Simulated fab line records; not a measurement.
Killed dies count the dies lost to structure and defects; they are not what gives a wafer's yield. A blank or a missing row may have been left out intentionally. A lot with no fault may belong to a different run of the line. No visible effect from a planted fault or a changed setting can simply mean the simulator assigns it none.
What tool caused it? + flow sky130 + 13 lots, 39 wafers sampled, at 3 steps of a route of 708

== WHAT THE GAUGES READ, wafer by wafer ==
SKY_CAP2M_RS_MEAS_03: measurement is done with a four-point probe. Usual: CAP2M_TIN_RS 6.94 ohm/sq, standard deviation 0.079.
| lot  | measured     | on            | CAP2M_TIN_RS (ohm/sq) | flag |
|------|--------------|---------------|-----------------------|------|
| L111 | day 40 00:44 | film-metro-02 | 6.83 6.96 6.93        |      |
| L112 | day 40 01:08 | film-metro-03 | 7.13 7.03 7.11        |      |
| L114 | day 40 12:42 | film-metro-04 | 6.86 6.97 6.97        |      |
| L115 | day 40 18:51 | film-metro-04 | 6.95 6.94 6.92        |      |
| L116 | day 41 04:52 | film-metro-03 | 7.00 6.93 7.02        |      |
| L117 | day 41 10:08 | film-metro-02 | 6.90 6.90 6.88        |      |
| L118 | day 42 00:52 | film-metro-02 | 6.88 6.86 6.81        |      |
| L121 | day 42 19:00 | film-metro-02 | 6.84 6.99 6.85        |      |
| L125 | day 44 12:25 | film-metro-04 | 7.01 6.99 7.05        |      |
| L126 | day 44 16:19 | film-metro-04 | 6.93 6.89 6.98        |      |
| L130 | day 45 10:01 | film-metro-03 | 6.96 6.91 6.87        |      |
| L132 | day 45 13:22 | film-metro-04 | 7.00 6.93 7.03        |      |
| L133 | day 46 01:31 | film-metro-02 | 6.92 6.97 6.96        |      |

SKY_VIA4_OVL_MEAS_11. Usual: VIA4_OVL 0.2 nm, standard deviation 1.4.
| lot  | measured     | on         | VIA4_OVL (nm)  | flag |
|------|--------------|------------|----------------|------|
| L111 | day 43 02:08 | overlay-01 | -0.2 0.4 1.8   |      |
| L112 | day 43 03:15 | overlay-01 | -2.0 -0.5 -1.3 |      |
| L114 | day 43 13:59 | overlay-01 | -0.6 0.9 -0.2  |      |
| L115 | day 43 20:56 | overlay-02 | 1.6 1.2 1.6    |      |
| L116 | day 44 05:00 | overlay-02 | 1.5 0.8 -0.4   |      |
| L117 | day 44 09:29 | overlay-01 | -0.9 -0.8 -0.3 |      |
| L118 | day 44 22:48 | overlay-02 | -0.3 0.0 -0.6  |      |
| L121 | day 45 15:28 | overlay-02 | -3.1 -3.0 0.0  |      |
| L125 | day 47 05:21 | overlay-01 | -1.4 -2.6 -1.3 |      |
| L126 | day 47 10:11 | overlay-01 | 2.5 1.5 0.4    |      |
| L130 | day 48 01:17 | overlay-02 | 2.1 0.6 1.3    |      |
| L132 | day 48 03:54 | overlay-01 | 0.0 0.3 0.0    |      |
| L133 | day 48 14:14 | overlay-01 | -0.3 0.6 0.7   |      |

== WHICH TOOL RAN EACH LOT (tool, then ch and the chambers of the sampled wafers, then the start) ==
| lot  | SKY_SONOS_TUNNEL_WET_ETCH_10    |
|------|---------------------------------|
| L111 | wet-bench-02 ch 1, day 11 09:20 |
| L112 | wet-bench-02 ch 3, day 11 14:29 |
| L114 | wet-bench-04 ch 2, day 12 03:42 |
| L115 | wet-bench-04 ch 1, day 12 12:24 |
| L116 | wet-bench-02 ch 3, day 12 21:42 |
| L117 | wet-bench-04 ch 2, day 13 04:03 |
| L118 | wet-bench-02 ch 3, day 13 17:17 |
| L121 | wet-bench-04 ch 3, day 14 16:18 |
| L125 | wet-bench-02 ch 0, day 16 16:21 |
| L126 | wet-bench-02 ch 2, day 16 23:27 |
| L130 | wet-bench-03 ch 1, day 18 01:00 |
| L132 | wet-bench-03 ch 0, day 18 09:20 |
| L133 | wet-bench-04 ch 0, day 18 19:47 |
- SKY_SONOS_TUNNEL_WET_ETCH_10: etches SiO2 in dHF, target depth 14 nm, time 280 s.

== WHAT THE TOOLS THEMSELVES READ (means of the sampled wafers that have a number; where no wafer has one, the mark that the record gives instead) ==
The record holds no such reading with a usual standard deviation.

== THE ANSWER, worked out from the rows above alone ==
Rule: a lot counts as off when the mean over its wafers that have a number is more than 3 standard deviations away from the usual mean. Also off: a lot with no number at a reading for which 4 or more lots have one. All remaining lots with rows at the step are treated as sound. Order of review: gauges by route order, followed by the tools' own readings, for which a lot's mean as printed above is used. The first step at which some lot is off is used, and at that step the reading that is off furthest; a lot without a number counts as furthest.
Nothing can be told from this: no lot is off at any reading shown.

== WHAT HAD BEEN PUT IN BY THE SIMULATOR ==
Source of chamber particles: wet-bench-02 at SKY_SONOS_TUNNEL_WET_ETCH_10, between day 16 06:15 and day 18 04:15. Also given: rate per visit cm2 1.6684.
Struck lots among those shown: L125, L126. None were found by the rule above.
